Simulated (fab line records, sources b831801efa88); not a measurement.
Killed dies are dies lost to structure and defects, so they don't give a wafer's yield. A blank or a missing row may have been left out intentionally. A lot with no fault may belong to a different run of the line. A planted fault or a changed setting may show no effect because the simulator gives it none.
fab line records	flow sky130	part 1 of 2: steps 1 to 28 of 40
[record] lots = 5	wafers = 15	last-day = 49
route steps=708 shown VT_ADJUST_LVTN@112 VT_ADJUST_NCORE@119 VT_ADJUST_HVTR@131 VT_ADJUST_PCH@143
lots untouched by any fault: they come from a run of this same line in which no faults occurred
start-h: hours from the record's first day to the start of the lot's first wafer shown	wait-h: time in hours since the lot's previous step	" same as the row above	L1.1+2: a row that stands for several wafers	- value missing, or start not given	* or withheld: withheld	< > ~ a bound
route shown NAME@n: NAME is a module with steps in the file, n the number in the route of the first one	usual: mean and standard deviation over wafers with no fault	same: alike in all rows	chamber/n: place in a boat	sites: each site's reading	_std_site: the values' standard deviation	_edge_site: the outer-site mean with the inner-site mean subtracted	radius-mm: how far each site lies from the wafer's centre	mask NAME#n: copy n	behind: the tool/chamber that last shaped the wafer	hold: cause of the lot's hold/its duration in hours/its outcome	device: transistor that didn't switch, given as n, p or np	end of line: the same wafers' tests at the end of the route	where a step has no rows: the recipe by itself	killed: dies lost to structure and defects at the first sort, not the wafer's yield	map: a wafer's dies, marking killed ones x, the rest . and places with no die _
set.NAME: the setting the step ran with; set.NAME@STEP: the setting that earlier step ran with	model.NAME: the simulator's own value behind a step, which no gauge read
lots at some steps of the route; a table a step, a row a wafer
services: when a tool's chamber went out of use (start-h, in hours from the record's first day, below 0 if earlier), for how many hours, and the reason
[[steps]]
[step SKY_VT_ADJUST_LVTN_EXPOSE_15]
[recipe] mask-id = HVN_STD_DERIVED	na = 0.6	source-shape = conventional	sigma-outer = 0.6	polarization = unpolarized	target-cd-nm = 600	dose-mj = 163
[usual] exposure-dose-mJ-cm2 = 163.03/0.16
lot.wafer	tool	chamber	start-h	wait-h	mask	exposure-dose-mJ-cm2
L074.1	iline-stepper-02	0	-	-	HVN_STD_DERIVED#0	163.03
L074.5	"	0	"	"	HVN_STD_DERIVED#0	163.21
L074.6	"	0	"	"	HVN_STD_DERIVED#0	162.90
L080.1	iline-stepper-01	0	-	-	HVN_STD_DERIVED#0	162.92
L080.2	"	0	"	"	HVN_STD_DERIVED#0	163.03
L080.4	"	0	"	"	HVN_STD_DERIVED#0	163.05
L082.2	iline-stepper-01	0	-	-	HVN_STD_DERIVED#0	162.76
L082.4	"	0	"	"	HVN_STD_DERIVED#0	162.87
L082.5	"	0	"	"	HVN_STD_DERIVED#0	162.97
L085.2	iline-stepper-02	0	-	-	HVN_STD_DERIVED#0	163.07
L085.3	"	0	"	"	HVN_STD_DERIVED#0	162.84
L085.5	"	0	"	"	HVN_STD_DERIVED#0	163.05
L090.3	iline-stepper-02	0	-	-	HVN_STD_DERIVED#0	162.97
L090.4	"	0	"	"	HVN_STD_DERIVED#0	162.65
L090.6	"	0	"	"	HVN_STD_DERIVED#0	162.79
[step SKY_VT_ADJUST_LVTN_PEB_16]
[recipe] temp-c = withheld	time-s = *	resist = NOVOLAK
[same] time-s = *
lot.wafer	tool	chamber	start-h	wait-h
L074.1+5+6	litho-track-04	0	-	-
L080.1+2+4	litho-track-02	0	-	-
L082.2+4+5	litho-track-02	0	-	-
L085.2+3+5	litho-track-02	0	-	-
L090.3+4+6	litho-track-04	0	-	-
[step SKY_VT_ADJUST_LVTN_DEVELOP_17]
[recipe] resist = NOVOLAK	developer = TMAH	develop-time-s = 60	dev-temp-c = 23
lot.wafer	tool	chamber	start-h	wait-h
L074.1+5+6	litho-track-04	0	158.58	0.1
L080.1+2+4	litho-track-02	0	199.22	0.1
L082.2+4+5	litho-track-02	0	214.04	0.1
L085.2+3+5	litho-track-02	0	233.29	0.1
L090.3+4+6	litho-track-04	0	267.83	0.1
[step SKY_VT_ADJUST_LVTN_OVL_MEAS_18]
[usual] VT_ADJUST_LVTN_01_OVL = 0.6/1.4
lot.wafer	tool	chamber	start-h	wait-h	VT_ADJUST_LVTN_01_OVL[nm]
L074.1	overlay-01	-	158.73	0.1	-0.9
L074.5	"	-	"	"	-0.7
L074.6	"	-	"	"	-0.4
L080.1	overlay-02	-	199.37	0.1	0.8
L080.2	"	-	"	"	1.4
L080.4	"	-	"	"	1.1
L082.2	overlay-02	-	214.18	0.1	1.6
L082.4	"	-	"	"	0.9
L082.5	"	-	"	"	-0.6
L085.2	overlay-01	-	233.43	0.1	0.1
L085.3	"	-	"	"	-0.6
L085.5	"	-	"	"	0.4
L090.3	overlay-02	-	267.94	0.1	0.6
L090.4	"	-	"	"	-1.6
L090.6	"	-	"	"	-1.7
[step SKY_VT_ADJUST_LVTN_IMPLANT_19]
[recipe] species = B	energy-kev = 30	dose-cm2 = 6.5e+11	tilt-deg = withheld
[usual] dose-ions-cm2 = 6.5e+11/6.3e+08
lot.wafer	tool	chamber	start-h	wait-h	dose-ions-cm2
L074.1	implanter-03	0	158.77	0.0	6.507e+11
L074.5	"	0	"	"	6.512e+11
L074.6	"	0	"	"	6.506e+11
L080.1	implanter-03	0	199.41	0.0	6.503e+11
L080.2	"	0	"	"	6.501e+11
L080.4	"	0	"	"	6.498e+11
L082.2	implanter-04	0	214.23	0.0	6.492e+11
L082.4	"	0	"	"	6.485e+11
L082.5	"	0	"	"	6.499e+11
L085.2	implanter-03	0	233.48	0.0	6.493e+11
L085.3	"	0	"	"	6.503e+11
L085.5	"	0	"	"	6.504e+11
L090.3	implanter-01	0	268.02	0.1	6.51e+11
L090.4	"	0	"	"	6.501e+11
L090.6	"	0	"	"	6.504e+11
[step SKY_VT_ADJUST_LVTN_STRIP_20]
[recipe] chemistry = O2/N2	power-w = 1400	pressure-mtorr = 1500	platen-temp-c = withheld	o2-flow-sccm = 3043	n2-flow-sccm = 300	overash-fraction = 0.5
[usual] drypump-motor-current-A = 6.1/0.49	oes-product-au = 0.716/0.0047	strip-time-to-endpoint-s = 14.16/0.033
lot.wafer	tool	chamber	start-h	wait-h	drypump-motor-current-A	oes-product-au	rf-hours-counter-h	strip-time-to-endpoint-s
L074.1	plasma-asher-04	1	158.92	0.1	5.8	0.723	32	14.17
L074.5	"	1	"	"	5.8	0.719	-	14.14
L074.6	"	0	"	"	6.6	0.720	-	14.14
L080.1	plasma-asher-01	0	199.56	0.1	5.4	0.712	9	14.20
L080.2	"	1	"	"	6.4	0.717	9	14.19
L080.4	"	1	"	"	6.4	0.710	-	14.22
L082.2	plasma-asher-01	0	214.36	0.1	5.4	0.714	10	14.15
L082.4	"	1	"	"	6.4	0.721	-	14.12
L082.5	"	0	"	"	5.4	0.715	-	14.14
L085.2	plasma-asher-04	0	233.61	0.1	6.5	0.723	40	14.17
L085.3	"	1	"	"	5.8	0.718	-	14.19
L085.5	"	1	"	"	5.8	0.722	-	14.15
L090.3	plasma-asher-04	1	268.15	0.1	5.8	0.716	-	14.11
L090.4	"	0	"	"	6.5	0.717	-	14.13
L090.6	"	1	"	"	5.8	0.721	-	14.17
[step SKY_VT_ADJUST_LVTN_TW_MEAS_21]
[usual] VT_ADJUST_LVTN_2_TW = 186.8/1.5
lot.wafer	tool	chamber	start-h	wait-h	VT_ADJUST_LVTN_2_TW
L074.1	film-metro-01	-	159.02	0.1	185.1
L074.5	"	-	"	"	185.6
L074.6	"	-	"	"	186.8
L080.1	film-metro-03	-	199.66	0.1	187.3
L080.2	"	-	"	"	186.3
L080.4	"	-	"	"	187.6
L082.2	film-metro-03	-	214.47	0.1	186.2
L082.4	"	-	"	"	187.8
L082.5	"	-	"	"	187.7
L085.2	film-metro-01	-	233.72	0.1	187.1
L085.3	"	-	"	"	185.5
L085.5	"	-	"	"	186.2
L090.3	film-metro-01	-	268.24	0.1	184.4
L090.4	"	-	"	"	185.2
L090.6	"	-	"	"	184.9
[step SKY_VT_ADJUST_NCORE_DEHYDRATE_00]
[recipe] temp-c = 200	time-s = 60
[same] time-s = 60
lot.wafer	tool	chamber	start-h	wait-h
L074.1+5+6	litho-track-03	0	168.13	9.1
L080.1+2+4	litho-track-04	0	209.28	9.6
L082.2+4+5	litho-track-04	0	224.06	9.6
L085.2+3+5	litho-track-03	0	243.46	9.7
L090.3+4+6	litho-track-02	0	280.22	12.0
[step SKY_VT_ADJUST_NCORE_HMDS_01]
[recipe] prime-time-s = 60	prime-temp-c = 120
lot.wafer	tool	chamber	start-h	wait-h
L074.1+5+6	litho-track-03	0	168.28	0.1
L080.1+2+4	litho-track-04	0	209.43	0.1
L082.2+4+5	litho-track-04	0	224.21	0.1
L085.2+3+5	litho-track-03	0	243.61	0.1
L090.3+4+6	litho-track-02	0	280.37	0.1
[step SKY_VT_ADJUST_NCORE_COAT_02]
[recipe] resist = NOVOLAK	spin-rpm = 3051	resist-thk-nm = 1140
[usual] spin-speed-rpm = 3050.8/2.3
lot.wafer	tool	chamber	start-h	wait-h	spin-speed-rpm
L074.1	litho-track-03	0	168.43	0.1	3048.5
L074.5	"	0	"	"	3046.7
L074.6	"	0	"	"	3054.7
L080.1	litho-track-04	0	209.58	0.1	3051.8
L080.2	"	0	"	"	3052.7
L080.4	"	0	"	"	3051.6
L082.2	litho-track-04	0	224.36	0.1	3046.2
L082.4	"	0	"	"	3049.8
L082.5	"	0	"	"	3048.3
L085.2	litho-track-03	0	243.76	0.1	3051.5
L085.3	"	0	"	"	3052.0
L085.5	"	0	"	"	3048.7
L090.3	litho-track-02	0	280.52	0.1	3049.8
L090.4	"	0	"	"	3049.3
L090.6	"	0	"	"	3051.6
[step SKY_VT_ADJUST_NCORE_SOFTBAKE_03]
[recipe] temp-c = 90	time-s = 60	resist = NOVOLAK
[same] time-s = 60
lot.wafer	tool	chamber	start-h	wait-h
L074.1+5+6	litho-track-03	0	168.58	0.1
L080.1+2+4	litho-track-04	0	209.73	0.1
L082.2+4+5	litho-track-04	0	224.51	0.1
L085.2+3+5	litho-track-03	0	243.91	0.1
L090.3+4+6	litho-track-02	0	280.67	0.1
[step SKY_VT_ADJUST_NCORE_EXPOSE_04]
[recipe] mask-id = LVTN_COMPLEMENT_THIN	na = 0.6	source-shape = conventional	sigma-outer = 0.6	polarization = unpolarized	target-cd-nm = 380	dose-mj = 139
[usual] exposure-dose-mJ-cm2 = 138.98/0.14
lot.wafer	tool	chamber	start-h	wait-h	mask	exposure-dose-mJ-cm2
L074.1	iline-stepper-01	0	-	-	LVTN_COMPLEMENT_THIN#0	139.22
L074.5	"	0	"	"	LVTN_COMPLEMENT_THIN#0	139.34
L074.6	"	0	"	"	LVTN_COMPLEMENT_THIN#0	139.20
L080.1	iline-stepper-02	0	-	-	LVTN_COMPLEMENT_THIN#0	139.25
L080.2	"	0	"	"	LVTN_COMPLEMENT_THIN#0	139.07
L080.4	"	0	"	"	LVTN_COMPLEMENT_THIN#0	138.83
L082.2	iline-stepper-02	0	-	-	LVTN_COMPLEMENT_THIN#0	138.94
L082.4	"	0	"	"	LVTN_COMPLEMENT_THIN#0	139.05
L082.5	"	0	"	"	LVTN_COMPLEMENT_THIN#0	138.99
L085.2	iline-stepper-01	0	-	-	LVTN_COMPLEMENT_THIN#0	138.85
L085.3	"	0	"	"	LVTN_COMPLEMENT_THIN#0	139.09
L085.5	"	0	"	"	LVTN_COMPLEMENT_THIN#0	138.93
L090.3	iline-stepper-01	0	-	-	LVTN_COMPLEMENT_THIN#0	139.01
L090.4	"	0	"	"	LVTN_COMPLEMENT_THIN#0	139.05
L090.6	"	0	"	"	LVTN_COMPLEMENT_THIN#0	139.04
[step SKY_VT_ADJUST_NCORE_PEB_05]
[recipe] temp-c = withheld	time-s = *	resist = NOVOLAK
[same] time-s = *
lot.wafer	tool	chamber	start-h	wait-h
L074.1+5+6	litho-track-04	0	-	-
L080.1+2+4	litho-track-04	0	-	-
L082.2+4+5	litho-track-03	0	-	-
L085.2+3+5	litho-track-03	0	-	-
L090.3+4+6	litho-track-02	0	-	-
[step SKY_VT_ADJUST_NCORE_DEVELOP_06]
[recipe] resist = NOVOLAK	developer = TMAH	develop-time-s = 60	dev-temp-c = 23
lot.wafer	tool	chamber	start-h	wait-h
L074.1+5+6	litho-track-04	0	178.73	0.1
L080.1+2+4	litho-track-04	0	220.03	0.1
L082.2+4+5	litho-track-03	0	235.16	0.1
L085.2+3+5	litho-track-03	0	255.71	0.1
L090.3+4+6	litho-track-02	0	292.82	0.1
[step SKY_VT_ADJUST_NCORE_CD_MEAS_07]
[recipe] target-cd-nm = 380
[usual] cd-nm = 381.2/2.7
lot.wafer	tool	chamber	start-h	wait-h	cd-nm
L074.1	cd-sem-01	-	178.88	0.1	377.6
L074.5	"	-	"	"	376.9
L074.6	"	-	"	"	376.4
L080.1	cd-sem-01	-	220.18	0.1	378.3
L080.2	"	-	"	"	378.4
L080.4	"	-	"	"	381.1
L082.2	cd-sem-02	-	235.30	0.1	377.1
L082.4	"	-	"	"	377.7
L082.5	"	-	"	"	378.6
L085.2	cd-sem-02	-	255.85	0.1	380.6
L085.3	"	-	"	"	382.1
L085.5	"	-	"	"	382.0
L090.3	cd-sem-01	-	292.96	0.1	377.8
L090.4	"	-	"	"	378.6
L090.6	"	-	"	"	379.8
[step SKY_VT_ADJUST_NCORE_OVL_MEAS_08]
[usual] VT_ADJUST_NCORE_OVL = -0.2/1.4
lot.wafer	tool	chamber	start-h	wait-h	VT_ADJUST_NCORE_OVL[nm]
L074.1	overlay-01	-	179.00	0.1	1.0
L074.5	"	-	"	"	0.7
L074.6	"	-	"	"	0.3
L080.1	overlay-01	-	220.30	0.1	-0.5
L080.2	"	-	"	"	1.2
L080.4	"	-	"	"	-0.3
L082.2	overlay-01	-	235.41	0.1	-1.5
L082.4	"	-	"	"	-0.9
L082.5	"	-	"	"	-1.9
L085.2	overlay-02	-	255.96	0.1	-0.5
L085.3	"	-	"	"	-0.8
L085.5	"	-	"	"	1.9
L090.3	overlay-01	-	293.05	0.1	0.0
L090.4	"	-	"	"	-1.7
L090.6	"	-	"	"	-0.7
[step SKY_VT_ADJUST_NCORE_IMPLANT_09]
[recipe] species = B	energy-kev = 10	dose-cm2 = 2.4e+12	tilt-deg = withheld
[usual] dose-ions-cm2 = 2.4001e+12/2.8e+09
lot.wafer	tool	chamber	start-h	wait-h	dose-ions-cm2
L074.1	implanter-04	0	179.04	0.0	2.3994e+12
L074.5	"	0	"	"	2.4007e+12
L074.6	"	0	"	"	2.3998e+12
L080.1	implanter-01	0	220.34	0.0	2.4024e+12
L080.2	"	0	"	"	2.4018e+12
L080.4	"	0	"	"	2.401e+12
L082.2	implanter-01	0	235.46	0.0	2.3999e+12
L082.4	"	0	"	"	2.4014e+12
L082.5	"	0	"	"	2.4005e+12
L085.2	implanter-01	0	256.01	0.0	2.4012e+12
L085.3	"	0	"	"	2.4007e+12
L085.5	"	0	"	"	2.4026e+12
L090.3	implanter-04	0	293.13	0.1	2.4023e+12
L090.4	"	0	"	"	2.4007e+12
L090.6	"	0	"	"	2.4015e+12
[step SKY_VT_ADJUST_NCORE_STRIP_10]
[recipe] chemistry = O2/N2	power-w = 1400	pressure-mtorr = 1500	platen-temp-c = withheld	o2-flow-sccm = 3000	n2-flow-sccm = 300	overash-fraction = 0.5
[usual] drypump-motor-current-A = 6.1/0.51	oes-product-au = 0.715/0.0044	strip-time-to-endpoint-s = 14.05/0.032
lot.wafer	tool	chamber	start-h	wait-h	drypump-motor-current-A	oes-product-au	rf-hours-counter-h	strip-time-to-endpoint-s
L074.1	plasma-asher-03	0	179.19	0.1	5.8	0.721	47	14.05
L074.5	"	0	"	"	5.8	0.717	-	14.02
L074.6	"	1	"	"	5.5	0.716	-	14.05
L080.1	plasma-asher-04	1	220.49	0.1	5.8	0.712	39	13.99
L080.2	"	0	"	"	6.5	0.719	39	14.02
L080.4	"	0	"	"	6.5	0.720	-	14.00
L082.2	plasma-asher-02	0	235.59	0.1	6.7	0.717	55	14.07
L082.4	"	0	"	"	6.8	0.717	-	14.11
L082.5	"	1	"	"	5.5	0.714	-	14.05
L085.2	plasma-asher-04	0	256.14	0.1	6.6	0.724	42	14.11
L085.3	"	0	"	"	6.6	0.714	-	14.10
L085.5	"	0	"	"	6.6	0.722	-	14.13
L090.3	plasma-asher-03	1	293.26	0.1	5.6	0.718	-	14.04
L090.4	"	0	"	"	5.8	0.720	-	14.03
L090.6	"	0	"	"	5.7	0.712	-	14.08
[step SKY_VT_ADJUST_NCORE_TW_MEAS_11]
[usual] VT_ADJUST_NCORE_TW = 218.3/1.6
lot.wafer	tool	chamber	start-h	wait-h	VT_ADJUST_NCORE_TW
L074.1	film-metro-01	-	179.29	0.1	214.6
L074.5	"	-	"	"	215.9
L074.6	"	-	"	"	215.8
L080.1	film-metro-02	-	220.59	0.1	219.1
L080.2	"	-	"	"	218.7
L080.4	"	-	"	"	219.3
L082.2	film-metro-04	-	235.70	0.1	219.6
L082.4	"	-	"	"	219.9
L082.5	"	-	"	"	219.7
L085.2	film-metro-04	-	256.25	0.1	220.1
L085.3	"	-	"	"	220.0
L085.5	"	-	"	"	220.2
L090.3	film-metro-04	-	293.35	0.1	220.5
L090.4	"	-	"	"	219.4
L090.6	"	-	"	"	219.1
[step SKY_VT_ADJUST_HVTR_DEHYDRATE_00]
[recipe] temp-c = 200	time-s = 60
[same] time-s = 60
lot.wafer	tool	chamber	start-h	wait-h
L074.1+5+6	litho-track-03	0	189.53	10.2
L080.1+2+4	litho-track-01	0	231.46	10.9
L082.2+4+5	litho-track-03	0	245.96	10.2
L085.2+3+5	litho-track-03	0	267.76	11.5
L090.3+4+6	litho-track-01	0	305.31	12.0
[step SKY_VT_ADJUST_HVTR_HMDS_01]
[recipe] prime-time-s = 60	prime-temp-c = 120
lot.wafer	tool	chamber	start-h	wait-h
L074.1+5+6	litho-track-03	0	189.68	0.1
L080.1+2+4	litho-track-01	0	231.61	0.1
L082.2+4+5	litho-track-03	0	246.11	0.1
L085.2+3+5	litho-track-03	0	267.91	0.1
L090.3+4+6	litho-track-01	0	305.46	0.1
[step SKY_VT_ADJUST_HVTR_COAT_02]
[recipe] resist = NOVOLAK	spin-rpm = 3000	resist-thk-nm = 1140
[usual] spin-speed-rpm = 2999.8/2.5
lot.wafer	tool	chamber	start-h	wait-h	spin-speed-rpm
L074.1	litho-track-03	0	189.83	0.1	2995.8
L074.5	"	0	"	"	3003.0
L074.6	"	0	"	"	3002.5
L080.1	litho-track-01	0	231.76	0.1	2999.5
L080.2	"	0	"	"	2998.3
L080.4	"	0	"	"	2999.8
L082.2	litho-track-03	0	246.26	0.1	2997.3
L082.4	"	0	"	"	2999.7
L082.5	"	0	"	"	2995.4
L085.2	litho-track-03	0	268.06	0.1	3001.7
L085.3	"	0	"	"	2997.1
L085.5	"	0	"	"	3000.8
L090.3	litho-track-01	0	305.61	0.1	2998.6
L090.4	"	0	"	"	2996.3
L090.6	"	0	"	"	2995.9
[step SKY_VT_ADJUST_HVTR_SOFTBAKE_03]
[recipe] temp-c = 90	time-s = 60	resist = NOVOLAK
[same] time-s = 60
lot.wafer	tool	chamber	start-h	wait-h
L074.1+5+6	litho-track-03	0	189.98	0.1
L080.1+2+4	litho-track-01	0	231.91	0.1
L082.2+4+5	litho-track-03	0	246.41	0.1
L085.2+3+5	litho-track-03	0	268.21	0.1
L090.3+4+6	litho-track-01	0	305.76	0.1
[step SKY_VT_ADJUST_HVTR_EXPOSE_04]
[recipe] mask-id = HVTRM	target-cd-nm = 380	na = 0.6	source-shape = conventional	sigma-outer = 0.6	dose-mj = 150
[usual] exposure-dose-mJ-cm2 = 149.98/0.13
lot.wafer	tool	chamber	start-h	wait-h	mask	exposure-dose-mJ-cm2
L074.1	iline-stepper-01	0	-	-	HVTRM#0	150.06
L074.5	"	0	"	"	HVTRM#0	150.12
L074.6	"	0	"	"	HVTRM#0	149.75
L080.1	iline-stepper-02	0	-	-	HVTRM#0	150.00
L080.2	"	0	"	"	HVTRM#0	149.95
L080.4	"	0	"	"	HVTRM#0	150.08
L082.2	iline-stepper-01	0	-	-	HVTRM#0	149.70
L082.4	"	0	"	"	HVTRM#0	149.91
L082.5	"	0	"	"	HVTRM#0	149.88
L085.2	iline-stepper-01	0	-	-	HVTRM#0	150.04
L085.3	"	0	"	"	HVTRM#0	150.30
L085.5	"	0	"	"	HVTRM#0	149.79
L090.3	iline-stepper-02	0	-	-	HVTRM#0	149.90
L090.4	"	0	"	"	HVTRM#0	149.76
L090.6	"	0	"	"	HVTRM#0	149.91
[step SKY_VT_ADJUST_HVTR_PEB_05]
[recipe] temp-c = withheld	time-s = *	resist = NOVOLAK
[same] time-s = *
lot.wafer	tool	chamber	start-h	wait-h
L074.1+5+6	litho-track-03	0	-	-
L080.1+2+4	litho-track-01	0	-	-
L082.2+4+5	litho-track-02	0	-	-
L085.2+3+5	litho-track-01	0	-	-
L090.3+4+6	litho-track-01	0	-	-
[step SKY_VT_ADJUST_HVTR_DEVELOP_06]
[recipe] develop-time-s = 60	dev-temp-c = 23
lot.wafer	tool	chamber	start-h	wait-h
L074.1+5+6	litho-track-03	0	200.13	0.1
L080.1+2+4	litho-track-01	0	242.31	0.1
L082.2+4+5	litho-track-02	0	257.74	0.1
L085.2+3+5	litho-track-01	0	280.64	0.1
L090.3+4+6	litho-track-01	0	318.66	0.1
[step SKY_VT_ADJUST_HVTR_CD_MEAS_07]
[recipe] target-cd-nm = 380
[usual] cd-nm = 381.6/2.5
lot.wafer	tool	chamber	start-h	wait-h	cd-nm
L074.1	cd-sem-02	-	200.28	0.1	382.7
L074.5	"	-	"	"	379.7
L074.6	"	-	"	"	383.1
L080.1	cd-sem-01	-	242.46	0.1	382.4
L080.2	"	-	"	"	380.5
L080.4	"	-	"	"	381.7
L082.2	cd-sem-02	-	257.89	0.1	384.7
L082.4	"	-	"	"	382.1
L082.5	"	-	"	"	383.3
L085.2	cd-sem-02	-	280.78	0.1	379.3
L085.3	"	-	"	"	379.4
L085.5	"	-	"	"	382.3
L090.3	cd-sem-01	-	318.80	0.1	384.8
L090.4	"	-	"	"	384.4
L090.6	"	-	"	"	385.4
[step SKY_VT_ADJUST_HVTR_OVL_MEAS_08]
[usual] VT_ADJUST_HVTR_OVL = 0.1/1.3
lot.wafer	tool	chamber	start-h	wait-h	VT_ADJUST_HVTR_OVL[nm]
L074.1	overlay-02	-	200.40	0.1	-1.8
L074.5	"	-	"	"	-0.1
L074.6	"	-	"	"	0.3
L080.1	overlay-02	-	242.58	0.1	2.7
L080.2	"	-	"	"	0.9
L080.4	"	-	"	"	-0.3
L082.2	overlay-01	-	258.00	0.1	1.7
L082.4	"	-	"	"	1.0
L082.5	"	-	"	"	-0.3
L085.2	overlay-02	-	280.89	0.1	-1.1
L085.3	"	-	"	"	-1.8
L085.5	"	-	"	"	-0.9
L090.3	overlay-01	-	318.89	0.1	0.3
L090.4	"	-	"	"	2.0
L090.6	"	-	"	"	1.0
